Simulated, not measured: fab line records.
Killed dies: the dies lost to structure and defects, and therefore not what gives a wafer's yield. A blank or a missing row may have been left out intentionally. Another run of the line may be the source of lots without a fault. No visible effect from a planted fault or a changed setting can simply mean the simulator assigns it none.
Which tool did it? :: flow sky130 :: 39 wafers from 13 lots sampled at 4 of the route's 708 steps

## WHAT THE GAUGES SHOWED, per wafer
SKY_POLY_GATE_CD_MEAS_13: the cd target is 150 nm.
lot: L341
measured: day 16 08:10
on: cd-sem-02
cd-nm (nm): 151.1 151.1 149.9

lot: L343
measured: day 16 21:11
on: cd-sem-02
cd-nm (nm): 150.8 147.5 150.9

lot: L342
measured: day 16 21:24
on: cd-sem-02
cd-nm (nm): 149.2 150.1 151.2

lot: L344
measured: day 17 10:26
on: cd-sem-02
cd-nm (nm): 148.6 149.5 150.6

lot: L345
measured: day 17 23:22
on: cd-sem-01
cd-nm (nm): 150.0 149.8 150.8

lot: L346
measured: day 18 03:46
on: cd-sem-02
cd-nm (nm): 149.3 148.5 148.4

lot: L353
measured: day 20 22:23
on: cd-sem-01
cd-nm (nm): 150.1 149.8 147.9

lot: L358
measured: day 23 12:52
on: cd-sem-01
cd-nm (nm): 149.7 150.7 150.6

lot: L360
measured: day 23 14:19
on: cd-sem-01
cd-nm (nm): 148.9 150.5 148.6

lot: L361
measured: day 24 00:43
on: cd-sem-02
cd-nm (nm): 151.9 151.9 151.1

lot: L363
measured: day 24 09:55
on: cd-sem-02
cd-nm (nm): 149.1 150.8 149.1

lot: L362
measured: day 24 11:11
on: cd-sem-02
cd-nm (nm): 151.6 151.1 151.3

lot: L364
measured: day 24 16:34
on: cd-sem-02
cd-nm (nm): 149.6 150.2 151.1

SKY_SD_P_CD_MEAS_07: the cd target is 380 nm.
lot: L341
measured: day 25 10:37
on: cd-sem-02
cd-nm (nm): 379.2 381.2 382.1

lot: L343
measured: day 25 22:59
on: cd-sem-02
cd-nm (nm): 376.0 377.9 378.7

lot: L342
measured: day 25 23:27
on: cd-sem-01
cd-nm (nm): 378.5 379.2 378.8

lot: L344
measured: day 26 12:30
on: cd-sem-02
cd-nm (nm): 380.9 381.2 381.0

lot: L345
measured: day 27 02:37
on: cd-sem-01
cd-nm (nm): 379.8 379.9 379.1

lot: L346
measured: day 27 05:48
on: cd-sem-02
cd-nm (nm): 377.7 377.5 378.3

lot: L353
measured: day 29 17:35
on: cd-sem-01
cd-nm (nm): 383.2 382.1 379.9

lot: L358
measured: day 32 13:31
on: cd-sem-01
cd-nm (nm): 382.6 380.7 382.8

lot: L360
measured: day 32 13:49
on: cd-sem-01
cd-nm (nm): 378.1 378.1 378.4

lot: L361
measured: day 32 13:35
on: cd-sem-02
cd-nm (nm): 378.4 378.7 378.6

lot: L363
measured: day 32 21:10
on: cd-sem-02
cd-nm (nm): 380.4 380.2 380.3

lot: L362
measured: day 32 21:31
on: cd-sem-01
cd-nm (nm): 382.5 381.4 380.6

lot: L364
measured: day 33 04:13
on: cd-sem-01
cd-nm (nm): 381.1 382.1 384.2

SKY_SD_N_OVL_MEAS_08.
lot: L341
measured: day 27 22:02
on: overlay-01
SD_N_OVL (nm): 0.3 -0.1 2.5

lot: L343
measured: day 28 10:28
on: overlay-02
SD_N_OVL (nm): 0.5 0.4 -1.6

lot: L342
measured: day 28 10:38
on: overlay-01
SD_N_OVL (nm): -0.7 1.0 0.8

lot: L344
measured: day 28 22:22
on: overlay-02
SD_N_OVL (nm): 0.2 1.3 0.8

lot: L345
measured: day 29 11:35
on: overlay-01
SD_N_OVL (nm): -1.1 -1.1 -1.3

lot: L346
measured: day 29 15:08
on: overlay-02
SD_N_OVL (nm): -1.8 0.0 0.0

lot: L353
measured: day 32 01:22
on: overlay-01
SD_N_OVL (nm): 1.2 -0.8 1.2

lot: L358
measured: day 34 18:40
on: overlay-01
SD_N_OVL (nm): -1.2 -0.7 -0.8

lot: L360
measured: day 34 19:23
on: overlay-01
SD_N_OVL (nm): 0.4 1.1 1.0

lot: L361
measured: day 34 19:01
on: overlay-01
SD_N_OVL (nm): -0.8 -0.9 -0.4

lot: L363
measured: day 35 01:22
on: overlay-01
SD_N_OVL (nm): 2.2 2.0 0.6

lot: L362
measured: day 35 01:41
on: overlay-01
SD_N_OVL (nm): 0.6 1.2 1.4

lot: L364
measured: day 35 09:02
on: overlay-02
SD_N_OVL (nm): 2.0 2.8 2.3

## EACH LOT AND THE TOOL THAT RAN IT (in order: tool; ch and the chambers of the sampled wafers; start)
lot: L341
SKY_SPACER_CVD_00: lpcvd-02 ch 1, day 22 21:53

lot: L343
SKY_SPACER_CVD_00: lpcvd-02 ch 0, day 23 10:41

lot: L342
SKY_SPACER_CVD_00: lpcvd-02 ch 1, day 23 10:41

lot: L344
SKY_SPACER_CVD_00: lpcvd-02 ch 0, day 24 00:10

lot: L345
SKY_SPACER_CVD_00: lpcvd-02 ch 0, day 24 14:26

lot: L346
SKY_SPACER_CVD_00: lpcvd-02 ch 0, day 24 17:50

lot: L353
SKY_SPACER_CVD_00: lpcvd-02 ch 0, day 27 07:16

lot: L358
SKY_SPACER_CVD_00: lpcvd-02 ch 1, day 30 06:01

lot: L360
SKY_SPACER_CVD_00: lpcvd-02 ch 1, day 30 06:01

lot: L361
SKY_SPACER_CVD_00: lpcvd-02 ch 1, day 30 06:01

lot: L363
SKY_SPACER_CVD_00: lpcvd-02 ch 1, day 30 13:11

lot: L362
SKY_SPACER_CVD_00: lpcvd-02 ch 0, day 30 14:23

lot: L364
SKY_SPACER_CVD_00: lpcvd-02 ch 1, day 30 20:13
- SKY_SPACER_CVD_00: deposits Si3N4 from DCS/NH3, target thk 43.1 nm, time 740 s.

## WHAT THE TOOLS THEMSELVES READ (means of the sampled wafers that have a number; where no wafer has one, the mark that the record gives instead)
SKY_SPACER_CVD_00.
lot: L341
tool: lpcvd-02
spike-tc-bottom-C (C): 798
spike-tc-centre-C (C): 770.7
spike-tc-lower-C (C): 770.9
zone-power-bottom-pct (%): 18.3
zone-power-centre-pct (%): 13.8
zone-power-lower-pct (%): 13.0

lot: L343
tool: lpcvd-02
spike-tc-bottom-C (C): 791
spike-tc-centre-C (C): 771.4
spike-tc-lower-C (C): 768.9
zone-power-bottom-pct (%): 19.8
zone-power-centre-pct (%): 14.5
zone-power-lower-pct (%): 14.1

lot: L342
tool: lpcvd-02
spike-tc-bottom-C (C): 798
spike-tc-centre-C (C): 770.1
spike-tc-lower-C (C): 771.7
zone-power-bottom-pct (%): 18.3
zone-power-centre-pct (%): 13.9
zone-power-lower-pct (%): 12.9

lot: L344
tool: lpcvd-02
spike-tc-bottom-C (C): 791
spike-tc-centre-C (C): 771.3
spike-tc-lower-C (C): 768.4
zone-power-bottom-pct (%): 19.7
zone-power-centre-pct (%): 14.4
zone-power-lower-pct (%): 13.9

lot: L345
tool: lpcvd-02
spike-tc-bottom-C (C): 791
spike-tc-centre-C (C): 771.8
spike-tc-lower-C (C): 769.4
zone-power-bottom-pct (%): 19.7
zone-power-centre-pct (%): 14.4
zone-power-lower-pct (%): 14.0

lot: L346
tool: lpcvd-02
spike-tc-bottom-C (C): 791
spike-tc-centre-C (C): 771.6
spike-tc-lower-C (C): 769.1
zone-power-bottom-pct (%): 19.6
zone-power-centre-pct (%): 14.5
zone-power-lower-pct (%): 14.1

lot: L353
tool: lpcvd-02
spike-tc-bottom-C (C): 785
spike-tc-centre-C (C): 765.2
spike-tc-lower-C (C): 814.7
zone-power-bottom-pct (%): 14.8
zone-power-centre-pct (%): 8.2
zone-power-lower-pct (%): 27.7

lot: L358
tool: lpcvd-02
spike-tc-bottom-C (C): 798
spike-tc-centre-C (C): 771.2
spike-tc-lower-C (C): 770.7
zone-power-bottom-pct (%): 18.3
zone-power-centre-pct (%): 13.9
zone-power-lower-pct (%): 12.9

lot: L360
tool: lpcvd-02
spike-tc-bottom-C (C): 798
spike-tc-centre-C (C): 769.9
spike-tc-lower-C (C): 769.9
zone-power-bottom-pct (%): 18.1
zone-power-centre-pct (%): 13.8
zone-power-lower-pct (%): 12.9

lot: L361
tool: lpcvd-02
spike-tc-bottom-C (C): 798
spike-tc-centre-C (C): 770.1
spike-tc-lower-C (C): 770.3
zone-power-bottom-pct (%): 18.5
zone-power-centre-pct (%): 13.9
zone-power-lower-pct (%): 13.0

lot: L363
tool: lpcvd-02
spike-tc-bottom-C (C): 798
spike-tc-centre-C (C): 770.6
spike-tc-lower-C (C): 770.4
zone-power-bottom-pct (%): 18.1
zone-power-centre-pct (%): 13.9
zone-power-lower-pct (%): 12.8

lot: L362
tool: lpcvd-02
spike-tc-bottom-C (C): 792
spike-tc-centre-C (C): 771.4
spike-tc-lower-C (C): 768.1
zone-power-bottom-pct (%): 19.7
zone-power-centre-pct (%): 14.4
zone-power-lower-pct (%): 14.0

lot: L364
tool: lpcvd-02
spike-tc-bottom-C (C): 798
spike-tc-centre-C (C): 769.4
spike-tc-lower-C (C): 770.2
zone-power-bottom-pct (%): 18.4
zone-power-centre-pct (%): 13.7
zone-power-lower-pct (%): 12.7

## THE ANSWER, worked out from the rows above alone
Rule: what is usual is taken from the lots themselves. Put in order of their means at a reading, lots are off if they are a third of the lots or fewer, leave a main group of 4 or more, and stand apart from it by a gap of 3 or more times the standard deviation of the main group's means; of several such gaps the widest counts. A main group whose means are all the same, to the digits that the tables above print for the reading, isn't used. Also off: a lot with no number at a reading for which 4 or more lots have one. All remaining lots with rows at the step are treated as sound. Order of review: gauges by route order, followed by the tools' own readings, for which a lot's mean as printed above is used. At the first step where some lot is off, the reading lying furthest off is the one used; lots without a number count as furthest.
Off, at SKY_SPACER_CVD_00 on spike-tc-lower-C: L353. The main group: mean 769.8 C, standard deviation 1.
A tool fits if, at that step or a process step before it, it ran every lot that is off, and no sound lot after the first of them. No candidate that was tried fits.

## WHAT THE SIMULATOR PUT IN
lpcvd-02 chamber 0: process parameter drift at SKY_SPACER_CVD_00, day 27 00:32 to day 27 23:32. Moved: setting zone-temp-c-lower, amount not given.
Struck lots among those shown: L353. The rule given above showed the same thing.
